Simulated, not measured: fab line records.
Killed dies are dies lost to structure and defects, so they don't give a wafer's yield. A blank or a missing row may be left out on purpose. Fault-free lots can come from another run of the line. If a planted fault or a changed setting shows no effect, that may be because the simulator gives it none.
fab line records	flow sky130
record: lots: 7	wafers: 19	last-day: 50
route steps=708 shown LI_CONTACT@385 LOCAL_INTERCONNECT@387 PAD_OPEN@708
lots untouched by any fault: they come from a run of this same line in which no faults occurred
start-h: start of the lot's first displayed wafer, in hours after the record's first day	wait-h: hours from the lot's prior step to this one	" unchanged from the row above	L1.1+2: several wafers, shown together as one row	- either no value or no given start	* or withheld: withheld	< > ~ a bound
route shown NAME@n: names a module that has steps shown in the file, with the first one's number in the route	usual: average and standard deviation across the fault-free wafers	same: alike in all rows	chamber/n: place in a boat	sites: the reading at each site	_std_site: standard deviation across them	_edge_site: the outer-site mean with the inner-site mean subtracted	radius-mm: for every site, how far away it sits from the centre of the wafer	mask NAME#n: copy n	behind: the last tool/chamber to shape the wafer	hold: why the lot went on hold/how many hours it stayed there/how the hold came to an end	device: which transistor (n, p or np) failed to switch	end of line: the same wafers' tests at the end of the route	for a step that has no rows: nothing shown but its recipe	killed: count of dies lost to structure and defects at first sort (not the wafer's yield)	map: the dies of a wafer, with x for killed, . for not killed, _ for no die there
set.NAME: setting as actually run; set.NAME@STEP: the setting as run at that earlier step	model.NAME: the simulator's own value behind a step, which no gauge read
lots at some steps of the route; a table a step, a row a wafer
services: when a tool's chamber went out of use (start-h, in hours from the record's first day, below 0 if earlier), for how many hours, and the reason
== steps ==
step: SKY_LI_CONTACT_THK_MEAS_23
recipe: thk-meas-gauge: xrf	reads: W_of_LI_CONTACT_CVD_21
usual: LI_CONTACT_W_THK: 384/6.3
lot.wafer	tool	chamber	start-h	wait-h	LI_CONTACT_W_THK[nm]
L363.1	film-metro-02	-	725.18	0.1	391
L363.3	"	-	"	"	386
L365.3	film-metro-04	-	740.86	0.1	385
L365.6	"	-	"	"	384
L366.1	film-metro-02	-	751.56	0.1	375
L366.2	"	-	"	"	383
L366.6	"	-	"	"	379
L372.1	film-metro-03	-	788.56	0.1	385
L372.3	"	-	"	"	386
L372.6	"	-	"	"	391
L375.1	film-metro-04	-	812.33	0.1	379
L375.2	"	-	"	"	378
L375.3	"	-	"	"	379
L376.1	film-metro-04	-	820.38	0.1	395
L376.2	"	-	"	"	395
L376.5	"	-	"	"	398
L378.4	film-metro-03	-	832.87	0.1	384
L378.5	"	-	"	"	386
L378.6	"	-	"	"	388
step: SKY_LI_CONTACT_CMP_24
recipe: stop-on: PSG	t-overpolish-s: 20	down-force-psi: 3.5	platen-rpm: 60	target-thk-nm: 0	pad-velocity-m-s: 0.94248
usual: motor-current-A: 10.6/0.82	overpolish-run-s: 20.000/0.0094	platen-rpm: 60.00/0.04	time-to-endpoint-s: 100/4.7
lot.wafer	tool	chamber	start-h	wait-h	motor-current-A	overpolish-run-s	platen-rpm	time-to-endpoint-s
L363.3	cmp-01	0	725.24	0.0	11.3	20.020	60.01	102
L363.1	"	2	"	"	10.0	19.987	59.97	106
L365.3	cmp-02	1	741.00	0.1	10.4	20.005	60.03	108
L365.6	"	0	"	"	9.4	20.006	60.03	97
L366.2	cmp-02	1	751.62	0.0	11.0	19.986	59.98	102
L366.1	"	2	"	"	11.5	20.015	60.03	99
L366.6	"	2	"	"	11.3	19.998	60.07	101
L372.1	cmp-02	0	788.67	0.1	9.3	20.007	59.97	92
L372.3	"	2	"	"	11.0	19.985	60.06	100
L372.6	"	3	"	"	10.9	20.002	60.04	105
L375.3	cmp-02	3	812.44	0.1	10.5	20.015	60.01	100
L375.2	"	0	"	"	9.8	19.996	59.99	91
L375.1	"	1	"	"	10.6	20.012	60.03	103
L376.1	cmp-01	3	820.69	0.3	10.8	19.995	59.97	102
L376.2	"	0	"	"	11.9	20.009	60.00	100
L376.5	"	2	"	"	9.9	20.008	59.98	112
L378.4	cmp-01	0	833.05	0.2	11.9	20.000	59.98	99
L378.5	"	1	"	"	9.4	20.018	60.10	100
L378.6	"	2	"	"	10.0	20.008	60.02	103
step: SKY_LOCAL_INTERCONNECT_SPUTTER_00
recipe: material: TiN	target-thk-nm: 100	temp-c: 300	power-w: 6500	time-s: 83.3	chamber-pressure-pa: 0.4
usual: susceptor-temp-C: 299.95/0.18	throttle-valve-pct: 30.2/1
lot.wafer	tool	chamber	start-h	wait-h	susceptor-temp-C	throttle-valve-pct
L363.1	pvd-sputter-04	-	725.54	0.1	300.24	30.9
L363.3	"	-	"	"	299.98	28.8
L365.3	pvd-sputter-04	-	741.20	0.1	300.35	31.2
L365.6	"	-	"	"	300.06	31.3
L366.1	pvd-sputter-01	-	751.92	0.2	299.81	28.7
L366.2	"	-	"	"	300.08	29.6
L366.6	"	-	"	"	300.20	29.7
L372.1	pvd-sputter-04	-	788.92	0.2	299.79	31.9
L372.3	"	-	"	"	300.29	30.9
L372.6	"	-	"	"	299.86	31.1
L375.1	pvd-sputter-01	-	812.69	0.1	300.24	31.0
L375.2	"	-	"	"	300.11	28.8
L375.3	"	-	"	"	299.96	29.5
L376.1	pvd-sputter-04	-	820.94	0.2	300.22	29.1
L376.2	"	-	"	"	300.10	31.3
L376.5	"	-	"	"	299.95	30.9
L378.4	pvd-sputter-01	-	833.23	0.1	299.80	29.9
L378.5	"	-	"	"	299.97	31.2
L378.6	"	-	"	"	299.97	29.5
step: SKY_LOCAL_INTERCONNECT_RS_MEAS_01
recipe: thk-meas-gauge: four-point-probe	reads: TiN_of_LOCAL_INTERCONNECT_SPUTTER_00
usual: LOCAL_INTERCONNECT_TIN_RS: 14.07/0.17
lot.wafer	tool	chamber	start-h	wait-h	LOCAL_INTERCONNECT_TIN_RS[ohm/sq]
L363.1	film-metro-04	-	725.60	0.0	14.24
L363.3	"	-	"	"	14.18
L365.3	film-metro-04	-	741.30	0.1	14.33
L365.6	"	-	"	"	14.34
L366.1	film-metro-03	-	751.98	0.0	13.67
L366.2	"	-	"	"	13.91
L366.6	"	-	"	"	14.11
L372.1	film-metro-03	-	788.98	0.0	14.00
L372.3	"	-	"	"	14.21
L372.6	"	-	"	"	14.17
L375.1	film-metro-01	-	812.76	0.0	14.15
L375.2	"	-	"	"	13.97
L375.3	"	-	"	"	14.10
L376.1	film-metro-03	-	821.00	0.0	13.96
L376.2	"	-	"	"	14.27
L376.5	"	-	"	"	14.40
L378.4	film-metro-01	-	833.32	0.1	14.05
L378.5	"	-	"	"	14.11
L378.6	"	-	"	"	14.05
step: SKY_LOCAL_INTERCONNECT_THK_MEAS_02
recipe: thk-meas-gauge: xrf	reads: TiN_of_LOCAL_INTERCONNECT_SPUTTER_00
usual: LOCAL_INTERCONNECT_TIN_THK: 101.3/1.3
lot.wafer	tool	chamber	start-h	wait-h	LOCAL_INTERCONNECT_TIN_THK[nm]
L363.1	film-metro-04	-	725.72	0.1	100.1
L363.3	"	-	"	"	100.3
L365.3	film-metro-04	-	741.40	0.1	99.7
L365.6	"	-	"	"	99.1
L366.1	film-metro-03	-	752.10	0.1	103.4
L366.2	"	-	"	"	101.9
L366.6	"	-	"	"	100.6
L372.1	film-metro-03	-	789.10	0.1	101.1
L372.3	"	-	"	"	99.3
L372.6	"	-	"	"	99.3
L375.1	film-metro-01	-	812.88	0.1	100.8
L375.2	"	-	"	"	102.7
L375.3	"	-	"	"	101.2
L376.1	film-metro-03	-	821.12	0.1	101.1
L376.2	"	-	"	"	99.0
L376.5	"	-	"	"	98.8
L378.4	film-metro-01	-	833.41	0.1	101.5
L378.5	"	-	"	"	101.5
L378.6	"	-	"	"	101.9
step: SKY_LOCAL_INTERCONNECT_DEHYDRATE_03
recipe: temp-c: 200	time-s: 60
step: SKY_LOCAL_INTERCONNECT_HMDS_04
recipe: prime-time-s: 60	prime-temp-c: 120
step: SKY_LOCAL_INTERCONNECT_COAT_05
recipe: resist: BARC	temp-c: withheld	time-s: withheld	spin-rpm: 3000	resist-thk-nm: 60
step: SKY_LOCAL_INTERCONNECT_COAT_06
recipe: resist: KrF-thick	spin-rpm: 3000	resist-thk-nm: 450
step: SKY_LOCAL_INTERCONNECT_SOFTBAKE_07
recipe: temp-c: 100	time-s: 90	resist: KrF-thick
step: SKY_LOCAL_INTERCONNECT_EXPOSE_08
recipe: mask-id: LI1M	na: 0.8	source-shape: annular	sigma-inner: 0.55	sigma-outer: 0.85	target-cd-nm: 170	dose-mj: 28
step: SKY_LOCAL_INTERCONNECT_PEB_09
recipe: peb-temp-c: withheld	peb-time-s: withheld	resist: KrF-thick
step: SKY_LOCAL_INTERCONNECT_DEVELOP_10
recipe: develop-time-s: 60	resist: KrF-thick	dev-temp-c: 21
lot.wafer	tool	chamber	start-h	wait-h
L363.1+3	litho-track-03	0	753	-
L365.3+6	litho-track-03	0	768	-
L366.1+2+6	litho-track-03	0	778	-
L372.1+3+6	litho-track-04	0	816	-
L375.1+2+3	litho-track-02	0	838	-
L376.1+2+5	litho-track-03	0	846	-
L378.4+5+6	litho-track-02	0	858	-
step: SKY_LOCAL_INTERCONNECT_CD_MEAS_11
recipe: target-cd-nm: 170
usual: cd-nm: 170.1/1.5
lot.wafer	tool	chamber	start-h	wait-h	cd-nm
L363.1	cd-sem-01	-	753.17	-	180.9
L363.3	"	-	"	"	169.5
L365.3	cd-sem-01	-	768.61	-	168.9
L365.6	"	-	"	"	181.6
L366.1	cd-sem-01	-	779.02	-	181.1
L366.2	"	-	"	"	168.9
L366.6	"	-	"	"	180.1
L372.1	cd-sem-02	-	816.42	-	168.1
L372.3	"	-	"	"	168.9
L372.6	"	-	"	"	170.8
L375.1	cd-sem-01	-	838.73	-	169.0
L375.2	"	-	"	"	168.6
L375.3	"	-	"	"	170.5
L376.1	cd-sem-02	-	846.97	-	171.7
L376.2	"	-	"	"	173.4
L376.5	"	-	"	"	172.0
L378.4	cd-sem-01	-	859.04	-	168.3
L378.5	"	-	"	"	167.8
L378.6	"	-	"	"	169.2
step: SKY_LOCAL_INTERCONNECT_OVL_MEAS_12
usual: LOCAL_INTERCONNECT_OVL: -4/5.4
lot.wafer	tool	chamber	start-h	wait-h	LOCAL_INTERCONNECT_OVL[nm]
L363.1	overlay-01	-	753.29	0.1	-11
L363.3	"	-	"	"	-8
L365.3	overlay-02	-	768.70	0.1	2
L365.6	"	-	"	"	6
L366.1	overlay-01	-	779.14	0.1	-11
L366.2	"	-	"	"	-3
L366.6	"	-	"	"	3
L372.1	overlay-01	-	816.54	0.1	-6
L372.3	"	-	"	"	-5
L372.6	"	-	"	"	-10
L375.1	overlay-01	-	838.85	0.1	-2
L375.2	"	-	"	"	-8
L375.3	"	-	"	"	-2
L376.1	overlay-02	-	847.09	0.1	-1
L376.2	"	-	"	"	-12
L376.5	"	-	"	"	-6
L378.4	overlay-02	-	859.12	0.1	1
L378.5	"	-	"	"	-7
L378.6	"	-	"	"	-6
step: SKY_LOCAL_INTERCONNECT_ETCH_13
recipe: chemistry: N2/H2	target: BARC	ion-energy-ev: 200	bias-w: 100	pressure-mtorr: 30	n2-flow-sccm: 100	h2-flow-sccm: 200	icp-w: 500	stop-on: SiO2	time-s: 45.9	target-depth-a: 600
usual: drypump-motor-current-A: 5.65/0.2	he-backside-leak-sccm: 3.28/0.16	oes-product-au: 0.855/0.0048	throttle-valve-pct: 13.226/0.009
lot.wafer	tool	chamber	start-h	wait-h	drypump-motor-current-A	he-backside-leak-sccm	oes-product-au	rf-hours-counter-h	throttle-valve-pct	model.LOCAL_INTERCONNECT.cd-nm
L363.1	rie-metal-01	0	753.32	0.0	5.30	3.25	0.857	9	13.215	180.9
L363.3	"	1	"	"	5.71	3.47	0.848	-	13.220	168.3
L365.3	rie-metal-02	0	768.75	0.0	5.93	3.03	0.852	-	13.210	168.4
L365.6	"	1	"	"	5.70	3.17	0.859	-	13.214	181.7
L366.1	rie-metal-02	0	779.17	0.0	6.00	3.22	0.854	9	13.222	180.4
L366.2	"	1	"	"	5.72	3.20	0.854	12	13.227	169.2
L366.6	"	0	"	"	6.00	3.17	0.850	-	13.221	180.4
L372.1	rie-metal-03	0	816.57	0.0	5.79	4.09	0.854	16	13.219	167.5
L372.3	"	0	"	"	5.79	3.23	0.855	-	13.227	168.8
L372.6	"	1	"	"	5.55	3.50	0.844	-	13.221	171
L375.1	rie-metal-02	1	838.89	0.0	5.72	3.28	0.856	0	13.232	170.4
L375.2	"	0	"	"	5.97	3.25	0.856	11	13.232	169
L375.3	"	1	"	"	5.71	3.24	0.856	-	13.221	171.2
L376.1	rie-metal-03	1	847.12	0.0	5.53	3.19	0.861	14	13.243	172.1
L376.2	"	1	"	"	5.53	3.15	0.849	-	13.226	174.2
L376.5	"	1	"	"	5.55	3.25	0.857	-	13.212	172.4
L378.4	rie-metal-03	0	859.16	0.0	5.80	3.13	0.844	-	13.230	168
L378.5	"	1	"	"	5.53	3.46	0.846	-	13.224	167.8
L378.6	"	0	"	"	5.81	3.31	0.858	-	13.214	168.5
step: SKY_LOCAL_INTERCONNECT_METAL_ETCH_14
recipe: target-depth-nm: 110	stop-on: PSG	chemistry: Cl2/BCl3	target: TiN	resist-sidewall-deg: 88	pressure-mtorr: 10	icp-w: 900	bias-w: 48.5	Cl2_flow_sccm: 60	bcl3-flow-sccm: 30	time-s: 31.4
usual: drypump-motor-current-A: 5.64/0.2	he-backside-leak-sccm: 3.30/0.18	oes-product-au: 0.944/0.0073	throttle-valve-pct: 21.900/0.0093
lot.wafer	tool	chamber	start-h	wait-h	drypump-motor-current-A	he-backside-leak-sccm	oes-product-au	rf-hours-counter-h	throttle-valve-pct	model.LOCAL_INTERCONNECT.cd-nm
L363.1	rie-metal-01	0	753.39	0.0	5.29	3.16	0.935	9	21.898	181.7
L363.3	"	1	"	"	5.71	3.56	0.938	-	21.908	167.6
L365.3	rie-metal-02	0	768.83	0.1	5.94	3.12	0.937	-	21.910	167.1
L365.6	"	1	"	"	5.70	3.69	0.936	-	21.913	181
L366.1	rie-metal-02	0	779.24	0.0	5.94	3.34	0.955	10	21.894	179.1
L366.2	"	1	"	"	5.70	3.26	0.948	13	21.892	168.8
L366.6	"	0	"	"	5.97	3.00	0.936	-	21.904	179.6
L372.1	rie-metal-03	0	816.64	0.0	5.80	3.25	0.942	16	21.904	165.9
L372.3	"	0	"	"	5.78	3.08	0.939	-	21.915	167.3
L372.6	"	1	"	"	5.53	3.49	0.942	-	21.911	172.7
L375.1	rie-metal-02	1	838.95	0.0	5.70	3.18	0.943	0	21.899	169.9
L375.2	"	0	"	"	5.93	3.04	0.948	11	21.895	167.2
L375.3	"	1	"	"	5.69	3.14	0.940	-	21.904	170.5
L376.1	rie-metal-03	1	847.25	0.1	5.50	3.66	0.940	14	21.899	172.9
L376.2	"	1	"	"	5.52	3.53	0.945	-	21.917	175.6
L376.5	"	1	"	"	5.49	3.59	0.933	-	21.911	173.8
L378.4	rie-metal-03	0	859.22	0.0	5.78	3.31	0.945	-	21.888	167.7
L378.5	"	1	"	"	5.54	3.54	0.941	-	21.909	168.8
L378.6	"	0	"	"	5.78	3.22	0.943	-	21.905	168.2
step: SKY_LOCAL_INTERCONNECT_STRIP_15
recipe: chemistry: O2/N2	power-w: 1400	pressure-mtorr: 1500	platen-temp-c: withheld	o2-flow-sccm: 3000	n2-flow-sccm: 300	overash-fraction: 0.5
usual: drypump-motor-current-A: 5.9/0.58	oes-product-au: 0.427/0.0047	strip-time-to-endpoint-s: 4.724/0.023
lot.wafer	tool	chamber	start-h	wait-h	drypump-motor-current-A	oes-product-au	rf-hours-counter-h	strip-time-to-endpoint-s
L363.1	plasma-asher-03	1	753.44	0.0	5.4	0.427	94	4.732
L363.3	"	0	"	"	6.4	0.427	-	4.712
L365.3	plasma-asher-01	0	768.91	0.1	6.6	0.423	-	4.737
L365.6	"	0	"	"	6.6	0.422	-	4.751
L366.1	plasma-asher-03	0	779.29	0.0	6.5	0.431	96	4.776
L366.2	"	1	"	"	5.4	0.432	96	4.771
L366.6	"	1	"	"	5.3	0.428	-	4.725
L372.1	plasma-asher-03	1	816.69	0.0	5.3	0.423	99	4.729
L372.3	"	1	"	"	5.3	0.431	-	4.690
L372.6	"	0	"	"	6.5	0.426	-	4.676
L375.1	plasma-asher-04	1	839.00	0.0	5.3	0.431	9	4.752
L375.2	"	0	"	"	5.3	0.420	9	4.729
L375.3	"	0	"	"	5.3	0.435	-	4.773
L376.1	plasma-asher-01	1	847.35	0.1	5.4	0.421	71	4.695
L376.2	"	0	"	"	6.6	0.428	71	4.697
L376.5	"	0	"	"	6.6	0.422	-	4.701
L378.4	plasma-asher-01	0	859.29	0.1	6.6	0.427	-	4.725
L378.5	"	0	"	"	6.6	0.429	-	4.708
L378.6	"	1	"	"	5.4	0.422	-	4.729
step: SKY_PAD_OPEN_PROBE_99
usual: killed_at_M0_to_M3: 42/6.1	killed_at_M4_up: 3.4/2	killed-at-contacts: 23/4.8	killed-at-front-end: 15/3.8	killed-at-other: 0.3/0.48	killed-dies: 84/8.5	killed-on-rim: 16/3.9	killed-open: 46/6.8	killed-short: 38/6.2
same: gross-dies: 492	killed-at-back-side: 0
lot.wafer	tool	chamber	start-h	wait-h	killed_at_M0_to_M3	killed_at_M4_up	killed-at-contacts	killed-at-front-end	killed-at-other	killed-dies	killed-on-rim	killed-open	killed-short	model.etest.res-li.line-ohm-um
L363.1	prober-02	-	1112.04	0.1	40	6	26	21	0	93	20	50	42	-
L363.3	prober-02	-	1112.14	0.2	39	4	25	13	0	81	20	50	31	-
L365.3	prober-02	-	1125.19	0.2	32	3	24	12	0	71	10	46	25	77.65
L365.6	prober-02	-	1125.34	0.2	40	6	19	12	0	77	14	33	44	71.9
L366.1	prober-01	-	1131.99	0.1	45	2	24	21	1	93	13	47	45	69.63
L366.2	prober-01	-	1132.04	0.1	49	3	26	11	0	89	23	51	37	74.79
L366.6	prober-01	-	1132.24	0.2	30	3	26	16	0	75	11	36	37	71.56
L372.1	prober-01	-	1161.07	0.1	35	1	24	13	1	74	17	45	29	76.8
L372.3	prober-01	-	1161.17	0.2	34	0	23	11	0	68	13	38	30	77.53
L372.6	prober-01	-	1161.32	0.2	44	6	20	9	0	79	19	40	39	75.11
L375.1	prober-02	-	1172.82	0.1	40	5	23	15	0	83	16	41	42	76.28
L375.2	prober-02	-	1172.87	0.1	47	5	15	13	0	80	23	45	35	75.16
L375.3	prober-02	-	1172.92	0.2	42	3	25	17	0	87	10	52	35	75.14
L376.1	prober-02	-	1181.26	0.1	41	3	23	17	1	85	12	51	34	73.28
L376.2	prober-02	-	1181.31	0.1	35	4	20	12	0	71	16	40	31	74.45
L376.5	prober-02	-	1181.46	0.2	49	1	18	14	0	82	15	55	27	75.37
L378.4	prober-02	-	1188.64	0.2	48	3	18	14	0	83	13	40	43	76.51
L378.5	prober-02	-	1188.69	0.2	38	4	22	18	0	82	14	38	44	75.94
L378.6	prober-02	-	1188.74	0.2	53	1	22	16	2	94	16	51	43	76.53
killed by level:class
L363.1 VIA1:geometric-particle:open=10 CONTACT:geometric-particle:open=9 VIA1:geometric-particle:short=7 POLY_GATE:geometric-particle:short=7 LI_CONTACT:geometric-particle:open=7 POLY_GATE:geometric-particle:open=5 VIA2:geometric-particle:short=5 CONTACT:geometric-particle:short=4
L363.3 CONTACT:geometric-particle:open=11 VIA1:geometric-particle:open=11 LI_CONTACT:geometric-particle:open=6 VIA2:geometric-particle:open=6 LOCAL_INTERCONNECT:geometric-particle:short=4 FIELD_ISO:geometric-particle:open=3 FIELD_ISO:geometric-particle:short=3 POLY_GATE:geometric-particle:open=3
L365.3 VIA1:geometric-particle:open=9 LI_CONTACT:geometric-particle:open=8 VIA2:geometric-particle:open=6 VIA3:geometric-particle:open=6 CONTACT:geometric-particle:open=5 CONTACT:geometric-particle:short=5 POLY_GATE:geometric-particle:open=4 METAL1:geometric-particle:short=4
L365.6 VIA1:geometric-particle:open=11 VIA2:geometric-particle:short=7 CONTACT:geometric-particle:open=7 METAL1:geometric-particle:short=7 METAL4:geometric-particle:short=6 CONTACT:geometric-particle:short=5 POLY_GATE:geometric-particle:open=4 VIA1:geometric-particle:short=4
L366.1 CONTACT:geometric-particle:open=11 VIA3:geometric-particle:open=8 POLY_GATE:geometric-particle:short=7 VIA1:geometric-particle:open=7 METAL2:geometric-particle:short=6 POLY_GATE:geometric-particle:open=5 CONTACT:geometric-particle:short=5 VIA3:geometric-particle:short=5
L366.2 VIA1:geometric-particle:open=12 CONTACT:geometric-particle:open=9 VIA2:geometric-particle:open=9 LI_CONTACT:geometric-particle:open=7 LOCAL_INTERCONNECT:geometric-particle:short=5 METAL1:geometric-particle:short=5 VIA1:geometric-particle:short=5 FIELD_ISO:geometric-particle:open=4
L366.6 VIA1:geometric-particle:open=9 LI_CONTACT:geometric-particle:open=8 CONTACT:geometric-particle:open=8 CONTACT:geometric-particle:short=7 FIELD_ISO:geometric-particle:short=4 METAL1:geometric-particle:short=4 METAL2:geometric-particle:short=4 VIA3:geometric-particle:short=4
L372.1 VIA1:geometric-particle:open=9 LI_CONTACT:geometric-particle:open=8 CONTACT:geometric-particle:open=7 CONTACT:geometric-particle:short=7 VIA3:geometric-particle:open=6 METAL2:geometric-particle:short=5 VIA2:geometric-particle:open=4 FIELD_ISO:geometric-particle:open=3
L372.3 CONTACT:geometric-particle:open=8 VIA3:geometric-particle:open=7 CONTACT:geometric-particle:short=6 METAL1:geometric-particle:short=6 VIA1:geometric-particle:open=6 METAL2:geometric-particle:short=5 LI_CONTACT:geometric-particle:open=5 FIELD_ISO:geometric-particle:open=3
L372.6 VIA1:geometric-particle:open=10 VIA3:geometric-particle:open=7 LI_CONTACT:geometric-particle:open=6 CONTACT:geometric-particle:short=6 METAL1:geometric-particle:short=6 METAL4:geometric-particle:short=6 VIA1:geometric-particle:short=5 LI_CONTACT:geometric-particle:short=4
L375.1 VIA1:geometric-particle:open=11 METAL1:geometric-particle:short=7 LI_CONTACT:geometric-particle:open=6 VIA2:geometric-particle:open=6 CONTACT:geometric-particle:short=5 CONTACT:geometric-particle:open=5 METAL4:geometric-particle:short=5 SPACER:geometric-particle:short=4
L375.2 VIA1:geometric-particle:open=15 LI_CONTACT:geometric-particle:open=6 CONTACT:geometric-particle:open=5 METAL2:geometric-particle:short=5 VIA2:geometric-particle:open=5 METAL1:geometric-particle:short=4 VIA1:geometric-particle:short=4 VIA3:geometric-particle:short=4
L375.3 VIA1:geometric-particle:open=13 LOCAL_INTERCONNECT:geometric-particle:short=9 VIA3:geometric-particle:open=8 LI_CONTACT:geometric-particle:open=7 FIELD_ISO:geometric-particle:short=4 CONTACT:geometric-particle:open=4 POLY_GATE:geometric-particle:open=4 VIA2:geometric-particle:open=4
L376.1 VIA1:geometric-particle:open=11 LI_CONTACT:geometric-particle:open=9 VIA2:geometric-particle:open=8 VIA3:geometric-particle:open=8 FIELD_ISO:geometric-particle:short=6 LI_CONTACT:geometric-particle:short=5 FIELD_ISO:geometric-particle:open=4 CONTACT:geometric-particle:short=4
L376.2 CONTACT:geometric-particle:open=8 VIA1:geometric-particle:open=6 VIA2:geometric-particle:short=6 FIELD_ISO:geometric-particle:open=5 LI_CONTACT:geometric-particle:open=5 VIA2:geometric-particle:open=5 VIA3:geometric-particle:open=5 VIA1:geometric-particle:short=4
L376.5 VIA1:geometric-particle:open=13 VIA2:geometric-particle:open=11 CONTACT:geometric-particle:open=9 VIA3:geometric-particle:open=8 FIELD_ISO:geometric-particle:open=6 LI_CONTACT:geometric-particle:open=5 METAL1:geometric-particle:short=5 VIA1:geometric-particle:short=5
L378.4 METAL1:geometric-particle:short=10 CONTACT:geometric-particle:open=8 VIA2:geometric-particle:open=7 VIA3:geometric-particle:open=6 VIA1:geometric-particle:open=6 FIELD_ISO:geometric-particle:open=5 VIA1:geometric-particle:short=5 FIELD_ISO:geometric-particle:short=4
L378.5 VIA1:geometric-particle:open=10 FIELD_ISO:geometric-particle:short=7 VIA2:geometric-particle:open=7 LOCAL_INTERCONNECT:geometric-particle:short=7 CONTACT:geometric-particle:open=7 CONTACT:geometric-particle:short=5 POLY_GATE:geometric-particle:short=4 METAL2:geometric-particle:short=4
L378.6 METAL1:geometric-particle:short=11 CONTACT:geometric-particle:open=9 VIA2:geometric-particle:open=7 VIA1:geometric-particle:open=7 METAL2:geometric-particle:short=6 FIELD_ISO:geometric-particle:open=6 LI_CONTACT:geometric-particle:open=6 VIA3:geometric-particle:open=5
== services ==
tool	chamber	start-h	hours	kind
plasma-asher-04	-	702.76	2.8	pm
cmp-01	-	714.32	6.7	pm
pvd-sputter-04	-	717.29	2.5	repair
plasma-asher-01	-	719.23	14.6	pm
cmp-01	-	721.88	2.1	repair
plasma-asher-01	-	733.80	2.8	pm
rie-metal-02	1	741.22	14.1	repair
rie-metal-01	-	743.29	0.3	repair
cmp-02	-	744.00	4.0	pm
cmp-01	-	754.79	1.3	repair
rie-metal-03	-	755.92	0.2	repair
rie-metal-01	0	767.54	4.8	repair
plasma-asher-03	-	768.12	8.2	repair
plasma-asher-03	-	783.98	2.8	pm
pvd-sputter-04	-	785.26	3.4	repair
cmp-02	-	790.68	0.4	repair
rie-metal-02	-	794.70	14.6	pm
rie-metal-01	-	794.96	4.0	pm
cmp-01	-	802.97	4.3	repair
pvd-sputter-04	-	815.04	4.4	repair
cmp-02	-	815.23	2.9	pm
rie-metal-03	1	826.69	6.6	repair
cmp-02	-	844.32	3.1	repair
cmp-01	-	853.38	0.8	repair
== key ==
first-sign: step: SKY_LOCAL_INTERCONNECT_CD_MEAS_11	reading: cd-nm	direction: up	sigmas: 7.3	usual: 170.1	struck: 180.9
effect none on later readings
model-effect: step: SKY_LOCAL_INTERCONNECT_ETCH_13	value: LOCAL_INTERCONNECT.cd-nm	without: 168.3	struck: 180.9
model-effect: step: SKY_LOCAL_INTERCONNECT_METAL_ETCH_14	value: LOCAL_INTERCONNECT.cd-nm	without: 167.8	struck: 180.3
model-effect: step: SKY_PAD_OPEN_PROBE_99	value: etest.res-li.line-ohm-um	without: 76.34	struck: 71.03
met-at SKY_LOCAL_INTERCONNECT_DEVELOP_10
struck-wafers L363.1,L365.6,L366.1,L366.6
tester-left-out L363,L365,L366
fault: kind: process-parameter-drift	tool: litho-track-03	chamber: -	onset-h: 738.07	steps: SKY_LOCAL_INTERCONNECT_DEVELOP_10	channel: develop-time-s	offset: *	shape: step	end-h: 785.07	scope: struck-wafers-only	acts-in: *	stated: *
tester-left-out: of these lots the tester's yield and bins aren't shown, on N5 and GAA mostly nor the transistor test; their killed dies are dies lost to structure and defects alone, not to doping, threshold or leakage, so they don't give the yield
